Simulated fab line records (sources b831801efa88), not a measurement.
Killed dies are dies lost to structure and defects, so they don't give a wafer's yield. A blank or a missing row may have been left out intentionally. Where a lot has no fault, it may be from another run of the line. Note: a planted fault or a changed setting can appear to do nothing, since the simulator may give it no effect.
Comparing a struck lot with a sound one	flow gf180mcu	6 steps out of a route of 602
Sound: wafers L941.3, L941.4, L941.6. Struck: wafers L947.2, L947.4, L947.5. The cause comes at the end.
Per side, at each step with rows, come the tool, then ch with its chambers, and then its first start. Under that, the readings that differ: sound wafers	struck wafers	difference of the means	sigmas: that difference in standard deviations of wafers without a fault.
alike: readings whose means differ by less than 2 such deviations, and words and numbers that are the same on both sides. not compared: withheld readings, readings that some wafer has no value for, bounds like >300 that may hide the same value, and numbers for which the record gives no deviation and whose values overlap.
A row with sigmas, a row that says differs or no value, or rows on one side alone: a step with any of these is where the two part. Numbers that don't overlap but have no deviation are shown without sigmas and don't part them. Lack of a reading on every wafer of one side parts them only where that side has two or more wafers.

GF_STI_BOW_MEAS_00:
  sound on film metro-02 at day 3 12:02; struck on film metro-01 at day 4 18:01
  alike: INCOMING_BOW
then, 1 step without rows for these wafers: GF_STI_OXIDATION_01 (stabilise 600 s, purge 300 s, target thk 10 nm).
GF_STI_THK_MEAS_02:
  sound on film metro-02 at day 3 13:32; struck on film metro-04 at day 4 20:23
  alike: STI_OXIDATION_THK
GF_STI_CVD_03: deposits Si3N4 from DCS/NH3, target thk 207.16 nm, time 3551 s.
  sound on lpcvd-02 ch 1, day 3 13:34; struck on lpcvd-01 ch 0, day 4 20:26
reading	sound	struck	difference	sigmas
spike tc bottom C (C)	787.1 787.6 788.0	883.6 884.1 884.2	+96.4	+39
spike tc centre C (C)	771.6 770.1 768.6	862.6 862.5 862.0	+92.3	+84
spike tc lower C (C)	770.1 768.4 770.9	859.5 860.6 858.6	+89.8	+82
spike tc top C (C)	790 789 788	873 873 872	+84	+20
spike tc upper C (C)	769.8 769.2 765.9	859.1 861.5 861.1	+92.3	+94
susceptor temp C (C)	769.77 769.52 770.03	861.51 861.12 860.98	+91.43	+99 or more
zone power bottom pct (%)	19.1 18.8 18.8	27.9 28.3 28.1	+9.2	+5
zone power centre pct (%)	12.8 13.0 12.7	15.4 15.7 15.6	+2.7	+4
zone power lower pct (%)	12.7 12.8 12.9	15.8 15.8 15.9	+3.0	+8
zone power top pct (%)	28.7 28.9 28.9	34.3 34.2 34.3	+5.4	+2
model.Si3N4_of_STI_CVD_03.thk nm (nm)	205 203.8 203.8	362.4 364.3 363.3	+159.1	
GF_STI_THK_MEAS_04:
  sound on film metro-01 at day 3 15:35; struck on film metro-04 at day 4 22:39
reading	sound	struck	difference	sigmas
STI_CVD_03_THK (nm)	205.1 203.9 203.6	362.5 364.2 363.1	+159.1	+64
  not compared: hold
GF_PASSIVATION_PROBE_99:
  the record holds rows for the sound wafers here (prober-02, day 31 23:10) but none for the struck ones

## WHERE THEY PART
At GF_STI_CVD_03 first; at GF_PASSIVATION_PROBE_99 last (within this record only).

WHY: the cause the simulator had injected
lpcvd-01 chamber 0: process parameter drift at GF_STI_CVD_03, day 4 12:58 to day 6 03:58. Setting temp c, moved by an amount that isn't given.
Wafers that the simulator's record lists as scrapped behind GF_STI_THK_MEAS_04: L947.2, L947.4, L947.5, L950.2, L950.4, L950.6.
